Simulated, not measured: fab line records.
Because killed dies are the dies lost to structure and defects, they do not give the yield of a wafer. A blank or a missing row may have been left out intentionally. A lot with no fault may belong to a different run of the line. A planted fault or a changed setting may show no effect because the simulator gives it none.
Lot-split experiment	flow gf180mcu	route with 602 steps; 5 lots, 23 wafers read

== THE SPLIT ITSELF ==
At GF_V4_COAT_09 (resist thk 1000 nm), the setting resist_thk_nm was moved away from the recipe's 1000 nm on 4 of the 23 wafers read, by -3.4% to +4.9%. The other wafers ran this setting at the recipe's value.

Reading taken at the split's own step.

== THE READING ==
KrF_of_V4_COAT_09.thk_nm (the simulator's own value, which no gauge read), in nm, at GF_V4_COAT_09 (resist thk 1000 nm). The file gives no usual value for it. The 19 wafers here that ran the recipe average 1001.7 nm, standard deviation 2.4 nm.

wafer	tool, chamber at the split	resist_thk_nm as run, nm	against the recipe	KrF_of_V4_COAT_09.thk_nm, nm	against lot-mates on the recipe
L074.1	litho_track-01, 0	1000	recipe	1000	-
L074.2	litho_track-01, 0	1000	recipe	998.2	-
L074.3	litho_track-01, 0	1000	recipe	999.8	-
L074.5	litho_track-01, 0	1000	recipe	999.8	-
L074.6	litho_track-01, 0	1000	recipe	997.3	-
L076.1	litho_track-04, 0	1000	recipe	1003	-
L076.3	litho_track-04, 0	1000	recipe	1004	-
L076.6	litho_track-04, 0	1000	recipe	1004	-
L080.1	litho_track-03, 0	1049	+4.9%	1055	+50.0
L080.2	litho_track-03, 0	1000	recipe	1004	-
L080.3	litho_track-03, 0	1000	recipe	1004	-
L080.4	litho_track-03, 0	1049	+4.9%	1058	+53.0
L080.5	litho_track-03, 0	1000	recipe	1007	-
L082.1	litho_track-04, 0	1000	recipe	1003	-
L082.6	litho_track-04, 0	1000	recipe	1003	-
L082.2	litho_track-04, 0	1000	recipe	1001	-
L082.3	litho_track-04, 0	1000	recipe	1001	-
L082.4	litho_track-04, 0	1000	recipe	1001	-
L083.1	litho_track-01, 0	1000	recipe	1001	-
L083.3	litho_track-01, 0	966.1	-3.4%	965.9	-35.1
L083.4	litho_track-01, 0	1000	recipe	1003	-
L083.5	litho_track-01, 0	966.1	-3.4%	966.9	-34.1
L083.6	litho_track-01, 0	1000	recipe	999	-

THE FIT
A straight line over all 23 wafers: KrF_of_V4_COAT_09.thk_nm changes by +10.9 nm for each +1% of resist_thk_nm; r = +0.99; the points scatter about the line by 2.4 nm.
The same after taking each lot's own level away (the mean of its wafers on the recipe; 23 wafers): +10.4 nm for each +1%; r = +1.00; scatter 1.2 nm.
That fit puts the effect of the largest move of resist_thk_nm on the reading at 51 nm.
Measured against the standard deviation above, the lots' own levels, which go from 999.02 to 1005.00 nm, span 2.5 times it.
So the lot-to-lot level changes the slope little: the two slopes agree.
Check: for one of the wafers moved furthest among these (+4.9%), held out of the fit, the line's prediction against its lot-mates is +51.7 nm. Against them it came out at +50 nm.

== OTHER SPLITS ON THESE WAFERS ==
Before the reading, these wafers also passed through other splits. Each is held against what the fit with the lots' levels taken away leaves over:
other split on the same wafers	wafers away from the commonest value	r with KrF_of_V4_COAT_09.thk_nm (lot level and that fit taken away)
GF_V1_CVD_02 time_s	9	-0.03
GF_V1_CMP_04 leave_above_ref_nm	11	-0.10
GF_V1_SPUTTER_21 power_w	8	+0.13
GF_M2_METAL_ETCH_16 time_s	8	+0.08
GF_M3_SPUTTER_04 time_s	5	-0.06
GF_M3_METAL_ETCH_16 time_s	11	-0.40
GF_V3_SPUTTER_22 chamber_pressure_pa	10	-0.05
GF_M4_SPUTTER_04 power_w	9	+0.12
GF_V4_CVD_00 sih4_flow_sccm	11	+0.11

== FILE'S OWN FIT ==
KrF_of_V4_COAT_09.thk_nm changes by +10.4 nm for each +1% of resist_thk_nm, r = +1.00.
